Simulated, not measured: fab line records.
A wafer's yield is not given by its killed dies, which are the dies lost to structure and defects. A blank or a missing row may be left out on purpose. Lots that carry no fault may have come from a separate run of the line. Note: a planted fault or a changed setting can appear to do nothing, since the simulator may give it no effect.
A lot that was struck, set against a sound lot ; flow sky130 ; 37 out of 708 route steps
Sound: these wafers, L287.1, L287.2, L287.6. Struck: wafer L294.3. (L294.1, L294.2 of the same lot were not struck and are left out.) The cause comes at the end.
Order at every step that has rows: each side's tool, ch and its chambers, its first start. Under that, the readings that differ: sound wafers ; struck wafers ; difference of the means ; sigmas: that difference in standard deviations of wafers without a fault.
alike: readings whose means differ by less than 2 such deviations, and words and numbers that are the same on both sides. not compared: withheld readings, readings that some wafer has no value for, bounds like >300 that may hide the same value, and numbers for which the record gives no deviation and whose values overlap.
Wherever a step has rows on one side only, a row that says differs or no value, or a row with sigmas, the two part there. Numbers that have no deviation but don't overlap get no sigmas and don't part them. A reading missing from all wafers of one side parts the sides only when that side holds two or more wafers.

first, 9 steps without rows for these wafers: SKY_VIA3_SPUTTER_20 (material TiN, target thk 20 nm, time 80 s); SKY_VIA3_CVD_21 (deposits W, target thk 390 nm, time 117.31 s); SKY_VIA3_CMP_24 (polishes, stops on SiO2, t overpolish 18.53 s, target thk 0 nm); SKY_METAL4_SPUTTER_00 (material Ti, target thk 15 nm, time 10 s); SKY_METAL4_SPUTTER_01 (material TiN, target thk 20 nm, time 16.7 s); SKY_METAL4_SPUTTER_02 (material AlCu, target thk 735 nm, time 39.1 s); SKY_METAL4_SPUTTER_03 (material Ti, target thk 5 nm, time 3.3 s); SKY_METAL4_SPUTTER_04 (material TiN, target thk 70 nm, time 58.3 s); SKY_CAP2M_CVD_00 (deposits SiO2, target thk 15.5 nm).
SKY_CAP2M_SPUTTER_02: material TiN, target thk 200 nm, time 166.7 s.
  sound on pvd sputter-02, day 41 13:40; struck on pvd sputter-02, day 43 14:16
reading;sound;struck;difference;sigmas
model.TiN_of_CAP2M_SPUTTER_02.thk nm (nm);201.2 201.2 201.3;189.2;-12.0;
  alike: throttle valve pct
  not compared: susceptor temp C
SKY_CAP2M_RS_MEAS_03: uses a four-point probe to measure.
  sound on film metro-04, day 41 13:47; struck on film metro-04, day 43 14:40
reading;sound;struck;difference;sigmas
CAP2M_TIN_RS (ohm/sq);6.88 6.88 6.88;7.32;+0.44;+6
  not compared: hold
SKY_CAP2M_THK_MEAS_04: measures by xrf.
  sound on film metro-04, day 41 13:54; struck on film metro-04, day 43 16:23
reading;sound;struck;difference;sigmas
CAP2M_TIN_THK (nm);199.5 199.2 200.2;188.1;-11.5;-4
  not compared: hold
then, 6 steps without rows for these wafers: SKY_CAP2M_HMDS_06 (prime time 60 s); SKY_CAP2M_COAT_07 (resist thk 1140 nm); SKY_CAP2M_SOFTBAKE_08 (time 60 s); SKY_CAP2M_EXPOSE_09 (exposes mask CAP2M, target cd 1000 nm); SKY_CAP2M_PEB_10; SKY_CAP2M_DEVELOP_11 (develop time 57.3 s).
SKY_CAP2M_METAL_ETCH_13: etches TiN in Cl2/BCl3, stops on SiO2, target depth 220 nm, time 62.9 s.
  sound on rie metal-01 ch 0,1, day 42 12:29; struck on rie metal-02 ch 1, day 44 11:46
reading;sound;struck;difference;sigmas
oes product au (a.u.);0.943 0.929 0.946;0.914;-0.025;-4
model.CAP2M.feature depth nm (nm);201.2 201.2 201.3;189.2;-12.0;
model.etch.depth nm (nm);201.2 201.2 201.3;189.2;-12.0;
  alike: drypump motor current A, mfc cl2 sccm, throttle valve pct
  not compared: rf hours counter h
then, 16 steps without rows for these wafers: SKY_CAP2M_STRIP_14 (strips in O2/N2); SKY_CAP2M_STRIP_15 (strips in post etch residue remover, time 1200 s); SKY_CAP2M_CLEAN_16 (cleans in IPA, time 180 s); SKY_CAP2M_CLEAN_17 (cleans in O3/DIW); SKY_METAL4_DEHYDRATE_05 (time 60 s); SKY_METAL4_HMDS_06 (prime time 60 s); SKY_METAL4_COAT_07 (resist thk 60 nm); SKY_METAL4_COAT_08 (resist thk 1140 nm); SKY_METAL4_SOFTBAKE_09 (time 90 s); SKY_METAL4_EXPOSE_10 (exposes mask MM4, target cd 300 nm); SKY_METAL4_PEB_11; SKY_METAL4_DEVELOP_12 (develop time 60 s); SKY_METAL4_DESCUM_15 (chemistry O2, time 8 s); SKY_METAL4_ETCH_16 (etches BARC in N2/H2, stops on SiO2, time 88.2 s, target depth 60 nm); SKY_METAL4_ETCH_17 (etches SiO2 in C4F8/O2/Ar, stops on TiN, time 3.9 s, target depth 15 nm); SKY_METAL4_METAL_ETCH_18 (etches the open film in Cl2/BCl3, stops on SiO2, target depth 845 nm, time 183.1 s).
SKY_METAL4_STRIP_20: strips in post etch residue remover, time 1200 s.
  sound on wet bench-03 ch 3, day 43 11:13; struck on wet bench-04 ch 0, day 45 10:09
reading;sound;struck;difference;sigmas
model.TiN_of_CAP2M_SPUTTER_02.thk nm (nm);200.4 200.4 200.5;188.4;-12.0;
-- the record jumps here: 3 days lie between the struck wafers' starts before and after (it left off in module METAL4 and takes up again in module PAD_OPEN, whose first step shown is number 708 of the route) --
SKY_PAD_OPEN_PROBE_99:
  sound on prober-01, day 47 06:18; struck on prober-02, day 48 22:05
reading;sound;struck;difference;sigmas
model.etest.cap mim2.plate ohm sq;5.951 5.985 5.929;6.314;+0.359;
  alike: defect limited yield, killed_at_M0_to_M3, killed_at_M4_up, killed at contacts, killed at front end, killed at other, killed dies, killed open, killed short, sort_bin_3_pad_short, sort_bin_5_function, sort_bin_6_memory, sort n pass, sort yield pct

WHERE THEY PART
Last at SKY_CAP2M_METAL_ETCH_13 as far as this record goes, first at SKY_CAP2M_RS_MEAS_03. Later steps at which nothing parts them and some readings are alike: SKY_PAD_OPEN_PROBE_99.

WHY: the cause the simulator had injected
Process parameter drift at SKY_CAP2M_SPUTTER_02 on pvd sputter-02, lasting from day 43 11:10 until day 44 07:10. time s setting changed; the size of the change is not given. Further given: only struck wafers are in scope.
